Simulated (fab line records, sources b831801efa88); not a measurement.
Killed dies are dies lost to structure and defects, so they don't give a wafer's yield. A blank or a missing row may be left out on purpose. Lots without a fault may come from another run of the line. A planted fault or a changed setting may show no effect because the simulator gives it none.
fab line records | flow sky130
record lots=4 wafers=12 last_day=50
route steps=708 shown VIA3@587 METAL4@598 CAP2M@603 PAD_OPEN@708
lots that met no fault: from a run of the same line without faults
start_h: hours from the record's first day to the start of the lot's first wafer shown | wait_h: hours since the lot's step before | " the same as in the row above | L1.1+2: a row that stands for several wafers | - no value, or no start given | * or withheld: withheld | < > ~ a bound
route shown NAME@n: a module of which the file shows steps, and the number in the route of the first | usual: mean/standard deviation of fault-free wafers | same: alike in all rows | chamber/n: place in a boat | sites: the reading at each site | _std_site: their standard deviation | _edge_site: outer sites' mean less inner sites' | radius_mm: how far each site lies from the wafer's centre | mask NAME#n: copy n | behind: the tool/chamber that last shaped the wafer | hold: why the lot was held/for how many hours/how that ended | device: the transistor (n, p or np) that didn't switch | end of line: the same wafers' tests at the end of the route | a step without rows: its recipe alone | killed: dies lost to structure and defects at the first sort, not the wafer's yield | map: a wafer's dies, x killed, . not, _ none there
set.NAME: the setting as run; set.NAME@STEP: as run at that earlier step | model.NAME: the simulator's own value behind a step, which no gauge read
lots at some steps of the route; a table a step, a row a wafer
services: from which hour (start_h, from the record's first day; less than 0 if before it) a tool's chamber was out of use, for how many hours, and why
## steps
# step SKY_VIA3_ETCH_14
# recipe chemistry=N2/H2 target=BARC ion_energy_ev=200 source_w=500 bias_w=100 pressure_mtorr=30 n2_flow_sccm=100 h2_flow_sccm=200 stop_on=SiO2 time_s=45.9 target_depth_a=600
# step SKY_VIA3_ETCH_15
# recipe target=SiO2 chemistry=C4F8/O2/Ar target_depth_nm=507 stop_on=TiN mask_material=KrF-thick source_w=1500 bias_w=1200 pressure_mtorr=40 c4f8_flow_sccm=withheld O2_flow_sccm=6 Ar_flow_sccm=300 time_s=78
# step SKY_VIA3_STRIP_16
# recipe chemistry=O2/N2 power_w=1400 pressure_mtorr=1500 platen_temp_c=withheld o2_flow_sccm=3000 n2_flow_sccm=300 overash_fraction=0.5
# step SKY_VIA3_STRIP_17
# recipe chemistry=post_etch_residue_remover time_s=1200 temp_c=72.5
# step SKY_VIA3_CLEAN_18
# recipe chemistry=IPA time_s=180 temp_c=25
# step SKY_VIA3_CLEAN_19
# recipe chemistry=O3/DIW dry=n2_spin
# step SKY_VIA3_SPUTTER_20
# recipe material=TiN target_thk_nm=20 chamber_pressure_pa=5 power_w=4000 time_s=80
# step SKY_VIA3_CVD_21
# recipe material=W target_thk_nm=390 time_s=117.31 temp_c=400 pressure_torr=40
# step SKY_VIA3_CMP_24
# recipe stop_on=SiO2 t_overpolish_s=20 down_force_psi=3.5 platen_rpm=60 target_thk_nm=0 pad_velocity_m_s=0.94248
# usual motor_current_A=11.3/1.2 overpolish_run_s=19.999/0.0091 platen_rpm=60.00/0.04 time_to_endpoint_s=96/3.6
# same t_overpolish_s=20
# columns lot.wafer tool chamber start_h wait_h motor_current_A overpolish_run_s platen_rpm time_to_endpoint_s
L683.1 cmp-02 3 963.62 0.1 10.9 20.002 60.05 92
L683.6 " 2 " " 9.7 20.005 60.03 88
L683.5 " 3 " " 10.8 20.004 60.00 92
L684.3 cmp-01 2 970.13 0.2 11.9 20.008 59.96 95
L684.6 " 3 " " 9.7 19.998 59.99 102
L684.5 " 0 " " 12.5 19.991 60.02 96
L699.2 cmp-01 2 1066.40 0.0 11.7 19.988 59.97 94
L699.1 " 3 " " 9.5 20.002 59.96 96
L699.6 " 2 " " 11.8 20.011 59.99 98
L698.4 cmp-01 2 1066.93 0.1 11.5 19.982 60.06 94
L698.1 " 3 " " 9.8 19.982 59.99 95
L698.2 " 0 " " 11.4 19.985 60.06 94
# step SKY_METAL4_SPUTTER_00
# recipe material=Ti target_thk_nm=15 power_w=3000 time_s=10 chamber_pressure_pa=0.4
# step SKY_METAL4_SPUTTER_01
# recipe material=TiN target_thk_nm=20 power_w=6500 time_s=16.7 chamber_pressure_pa=0.3945
# step SKY_METAL4_SPUTTER_02
# recipe material=AlCu target_thk_nm=735 power_w=10600 time_s=39.1 chamber_pressure_pa=0.4
# step SKY_METAL4_SPUTTER_03
# recipe material=Ti target_thk_nm=5 power_w=3000 time_s=3.3 chamber_pressure_pa=0.4
# step SKY_METAL4_SPUTTER_04
# recipe material=TiN target_thk_nm=70 power_w=6500 time_s=58.3 chamber_pressure_pa=0.4
# step SKY_CAP2M_CVD_00
# recipe material=SiO2 target_thk_nm=15.5 temp_c=400 time_s=withheld rf_w=450
# step SKY_CAP2M_SPUTTER_02
# recipe material=TiN target_thk_nm=200 temp_c=300 power_w=6500 time_s=166.7 chamber_pressure_pa=0.4
# step SKY_CAP2M_DEHYDRATE_05
# recipe temp_c=200 time_s=60
# step SKY_CAP2M_HMDS_06
# recipe prime_time_s=60 prime_temp_c=120
# step SKY_CAP2M_COAT_07
# recipe resist=NOVOLAK spin_rpm=3000 resist_thk_nm=1140
# step SKY_CAP2M_SOFTBAKE_08
# recipe temp_c=90 time_s=60 resist=NOVOLAK
# step SKY_CAP2M_EXPOSE_09
# recipe mask_id=CAP2M na=0.6 source_shape=conventional sigma_outer=0.6 polarization=unpolarized target_cd_nm=1000 dose_mj=159
# step SKY_CAP2M_PEB_10
# recipe temp_c=withheld time_s=* resist=NOVOLAK
# step SKY_CAP2M_DEVELOP_11
# recipe resist=NOVOLAK developer=TMAH develop_time_s=62.02 dev_temp_c=23
# step SKY_CAP2M_METAL_ETCH_13
# recipe target_depth_nm=220 stop_on=SiO2 chemistry=Cl2/BCl3 target=TiN pressure_mtorr=10 icp_w=900 bias_w=48.5 Cl2_flow_sccm=60 bcl3_flow_sccm=30 time_s=62.9
# step SKY_CAP2M_STRIP_14
# recipe chemistry=O2/N2 power_w=1400 pressure_mtorr=1500 platen_temp_c=withheld o2_flow_sccm=3000 n2_flow_sccm=300 overash_fraction=0.5
# step SKY_CAP2M_STRIP_15
# recipe chemistry=post_etch_residue_remover time_s=1200 temp_c=72.5
# step SKY_CAP2M_CLEAN_16
# recipe chemistry=IPA time_s=180 temp_c=25
# step SKY_CAP2M_CLEAN_17
# recipe chemistry=O3/DIW dry=n2_spin
# step SKY_METAL4_DEHYDRATE_05
# recipe temp_c=200 time_s=60
# step SKY_METAL4_HMDS_06
# recipe prime_time_s=60 prime_temp_c=120
# step SKY_METAL4_COAT_07
# recipe resist=BARC temp_c=withheld time_s=withheld spin_rpm=3000 resist_thk_nm=60
# step SKY_METAL4_COAT_08
# recipe resist=KrF-thick spin_rpm=3000 resist_thk_nm=1140
# step SKY_METAL4_SOFTBAKE_09
# recipe temp_c=100 time_s=90 resist=KrF-thick
# step SKY_METAL4_EXPOSE_10
# recipe mask_id=MM4 na=0.68 source_shape=annular sigma_inner=0.4 sigma_outer=0.8 target_cd_nm=300 dose_mj=28
# step SKY_PAD_OPEN_PROBE_99
# usual defect_limited_yield=82.4/2 killed_at_M0_to_M3=43/6.8 killed_at_M4_up=3.1/1.8 killed_at_contacts=25/5.8 killed_at_front_end=15/4.2 killed_at_other=0.3/0.5 killed_dies=87/9.7 killed_on_rim=17/4.1 killed_open=47/7.3 killed_short=39/6.6 sort_bin_3_pad_short=0.9/0.37 sort_bin_5_function=10.4/1.4 sort_bin_6_memory=6.3/1.1 sort_n_pass=405/9.7 sort_yield_pct=82.4/2
# same gross_dies=492 killed_at_back_side=0 sort_bin_4_leakage[%]=0 sort_bin_8_speed[%]=0
# columns lot.wafer tool chamber start_h wait_h defect_limited_yield[%] killed_at_M0_to_M3 killed_at_M4_up killed_at_contacts killed_at_front_end killed_at_other killed_dies killed_on_rim killed_open killed_short sort_bin_3_pad_short[%] sort_bin_5_function[%] sort_bin_6_memory[%] sort_n_pass sort_yield_pct[%] model.etest.tester.sort_n_pass model.etest.tester.sort_yield_pct model.etest.tester.sort_bin_5_pct model.etest.tester.sort_bin_6_pct model.etest.tester.sort_bin_3_pct
L683.1 prober-01 - 1104.75 0.1 82.7 42 1 32 9 1 85 12 45 40 1.4 10.0 5.9 407 82.7 407 82.72 9.959 5.894 1.423
L683.5 prober-01 - 1104.95 0.2 83.3 42 2 22 15 1 82 21 50 32 1.0 9.6 6.1 410 83.3 410 83.33 9.553 6.098 1.016
L683.6 prober-01 - 1105.00 0.2 82.9 50 1 23 9 1 84 20 44 40 0.4 9.3 7.3 408 82.9 408 82.93 9.35 7.317 0.4065
L684.3 prober-01 - 1110.24 0.2 81.5 36 6 34 15 0 91 19 49 42 0.6 11.0 6.9 401 81.5 401 81.5 10.98 6.911 0.6098
L684.5 prober-01 - 1110.34 0.2 83.1 30 2 36 14 1 83 18 52 31 1.0 9.1 6.7 409 83.1 409 83.13 9.146 6.707 1.016
L684.6 prober-01 - 1110.39 0.2 84.1 44 4 15 15 0 78 25 44 34 0.6 11.2 4.1 414 84.1 414 84.15 11.18 4.065 0.6098
L699.1 prober-01 - 1188.04 0.1 56.9 179 1 22 10 0 212 41 35 32 3.3 25.8 14.0 280 56.9 280 56.91 25.81 14.02 3.252
L699.2 prober-01 - 1188.09 0.1 54.9 176 4 27 15 0 222 42 53 33 2.8 28.7 13.6 270 54.9 270 54.88 28.66 13.62 2.846
L699.6 prober-01 - 1188.29 0.2 53.7 193 2 15 18 0 228 46 36 35 2.8 31.7 11.8 264 53.7 264 53.66 31.71 11.79 2.846
L698.1 prober-02 - 1189.90 0.1 54.3 192 2 22 9 0 225 45 46 27 2.0 27.6 16.1 267 54.3 267 54.27 27.64 16.06 2.033
L698.2 prober-02 - 1189.95 0.1 50.6 203 4 20 16 0 243 45 40 46 5.1 31.3 13.0 249 50.6 249 50.61 31.3 13.01 5.081
L698.4 prober-02 - 1190.05 0.2 53.9 182 5 18 22 0 227 46 40 36 2.4 28.0 15.7 265 53.9 265 53.86 28.05 15.65 2.439
# killed by level:class
L683.1 LI_CONTACT:geometric_particle:open=11 VIA1:geometric_particle:open=9 METAL2:geometric_particle:short=7 LOCAL_INTERCONNECT:geometric_particle:short=6 CONTACT:geometric_particle:open=5 VIA3:geometric_particle:open=5 VIA1:geometric_particle:short=5 LI_CONTACT:geometric_particle:short=4
L683.5 VIA1:geometric_particle:open=11 LI_CONTACT:geometric_particle:open=9 CONTACT:geometric_particle:open=6 VIA3:geometric_particle:open=6 FIELD_ISO:geometric_particle:short=5 VIA2:geometric_particle:open=5 POLY_GATE:geometric_particle:open=4 CONTACT:geometric_particle:short=4
L683.6 VIA2:geometric_particle:open=13 CONTACT:geometric_particle:open=8 VIA1:geometric_particle:short=7 VIA3:geometric_particle:open=7 VIA1:geometric_particle:open=6 LI_CONTACT:geometric_particle:open=5 LI_CONTACT:geometric_particle:short=5 METAL3:geometric_particle:short=4
L684.3 CONTACT:geometric_particle:open=13 LI_CONTACT:geometric_particle:open=9 VIA1:geometric_particle:open=7 VIA1:geometric_particle:short=6 CONTACT:geometric_particle:short=6 VIA2:geometric_particle:open=6 METAL2:geometric_particle:short=5 LI_CONTACT:geometric_particle:short=5
L684.5 CONTACT:geometric_particle:open=18 LI_CONTACT:geometric_particle:open=7 POLY_GATE:geometric_particle:open=6 CONTACT:geometric_particle:short=6 VIA2:geometric_particle:open=6 METAL3:geometric_particle:short=5 VIA1:geometric_particle:short=5 VIA3:geometric_particle:open=4
L684.6 VIA1:geometric_particle:open=14 VIA1:geometric_particle:short=7 CONTACT:geometric_particle:open=6 POLY_GATE:geometric_particle:short=5 METAL2:geometric_particle:short=5 VIA2:geometric_particle:open=5 VIA3:geometric_particle:open=5 FIELD_ISO:geometric_particle:open=4
L699.1 VIA3:unspecified=145 CONTACT:geometric_particle:open=10 VIA2:geometric_particle:open=6 FIELD_ISO:geometric_particle:open=5 VIA1:geometric_particle:short=5 VIA1:geometric_particle:open=5 LI_CONTACT:geometric_particle:short=4 LOCAL_INTERCONNECT:geometric_particle:short=4
L699.2 VIA3:unspecified=136 CONTACT:geometric_particle:open=13 VIA1:geometric_particle:open=10 VIA3:geometric_particle:open=9 LOCAL_INTERCONNECT:geometric_particle:short=6 FIELD_ISO:geometric_particle:open=5 FIELD_ISO:geometric_particle:short=5 LI_CONTACT:geometric_particle:open=4
L699.6 VIA3:unspecified=157 VIA1:geometric_particle:open=11 FIELD_ISO:geometric_particle:short=7 VIA2:geometric_particle:open=7 CONTACT:geometric_particle:short=6 VIA1:geometric_particle:short=5 FIELD_ISO:geometric_particle:open=4 POLY_GATE:geometric_particle:open=4
L698.1 VIA3:unspecified=152 VIA1:geometric_particle:open=11 CONTACT:geometric_particle:open=10 METAL1:geometric_particle:short=7 LOCAL_INTERCONNECT:geometric_particle:short=5 METAL2:geometric_particle:short=5 VIA3:geometric_particle:open=5 POLY_GATE:geometric_particle:open=4
L698.2 VIA3:unspecified=157 VIA1:geometric_particle:open=10 METAL2:geometric_particle:short=6 LI_CONTACT:geometric_particle:open=6 METAL1:geometric_particle:short=6 VIA3:geometric_particle:open=6 VIA1:geometric_particle:short=5 POLY_GATE:geometric_particle:open=5
L698.4 VIA3:unspecified=151 VIA1:geometric_particle:open=9 FIELD_ISO:geometric_particle:short=6 POLY_GATE:geometric_particle:open=6 CONTACT:geometric_particle:open=6 LI_CONTACT:geometric_particle:open=5 VIA3:geometric_particle:open=5 POLY_GATE:geometric_particle:short=4
# map L698.2 (x killed, . not)
__________xx.x..xx.x_________
________.x.x...xxx.x.x_______
______..x....xx.....x..._____
_____...xx.........xx..xx____
____x.......x.xx.x.xxx...x___
___.x.x..xx.xx.x.xxxx.x...x__
__xx....x..x.x.xxx.x.x......_
_xxx...xx..xxxx..xxxxxxxxxx.x
_xx...xxxxxxxxxxx..xx.xx.x.xx
_.x.xx..xxxx...xxx...xxx.x..x
_..x.x.x...xx.xxx...xxx..x...
_x.x.xxx.xx......xxx.xx..xx.x
_x..xxxxxxxx.xx..xx..x.xxxxxx
_xxxx.x.....xx.xxx.x..x..xxx.
_.....x.x....xx.xxxxx.x.xx..x
__xxx.xxx.x.x..xxxxx.x....xx_
___.x....x.x.xx..x....xx.x.__
____x.x..x.xxx..x....xx...___
_____x.x.xxxxx....xx.x...____
______....x...xx.x....xx_____
________.x.x.x..x....x_______
__________..xxx....._________
# map L699.6 (x killed, . not)
__________.xxxxx...x_________
________.x....x....x.x_______
______xxxxx..x...xx.xxxx_____
_____x.....xx.x..x...xxx.____
____.xx....x...x.x.x.....x___
___x.xxxxx..xx..xx..x..x...__
__xxxxx.xx..xxx....x.x..x..._
_xxxxx...x...x.xx.x....x....x
_xx.x...x.xxx.x.xx...x.xx.xx.
_xx..xx..xxx.x.x.xxxx.xx.x..x
_x...x..x.xxx..xxxx..xxx..x..
_....x.x.x....xxxx....x.xxx..
_.....x.xx...x.xxx.x.xxx.x...
_.x.x.xx.x.xx.x.x.xx.....x...
_...xxxxx..xxxx.x...xx..x.x..
__xxx..xx..x...xx.xxxx.x...._
___.xx..x....xxx....x...xxx__
____.xx.......x.xx.xxx.x..___
_____......x...xx.....xx.____
______.x.xx...xx.x...xx._____
________..xxxxx.xxxx.._______
__________x.x...xx.x_________
## services
# columns tool chamber start_h hours kind
cmp-02 - 943.59 2.7 repair
cmp-02 - 1024.29 14.3 pm
cmp-01 - 1027.29 1.1 repair
## key
first_sign step=SKY_PAD_OPEN_PROBE_99 reading=killed_at_M0_to_M3 direction=up sigmas=21 usual=43 struck=188
effect step=SKY_PAD_OPEN_PROBE_99 reading=defect_limited_yield direction=down sigmas=14 usual=82.4 struck=54.0
model_effect step=SKY_PAD_OPEN_PROBE_99 value=etest.tester.sort_n_pass without=404.3 struck=265.8
met_at SKY_VIA3_CMP_24
struck_wafers L698.1,L698.2,L698.4,L699.1,L699.2,L699.6
onset_between 970.13 1066.40
also_fits time
fault kind=chamber_particle_source tool=cmp-01 chamber=- onset_h=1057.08 steps=SKY_VIA3_CMP_24 rate_per_visit_cm2=0.72707 end_h=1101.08
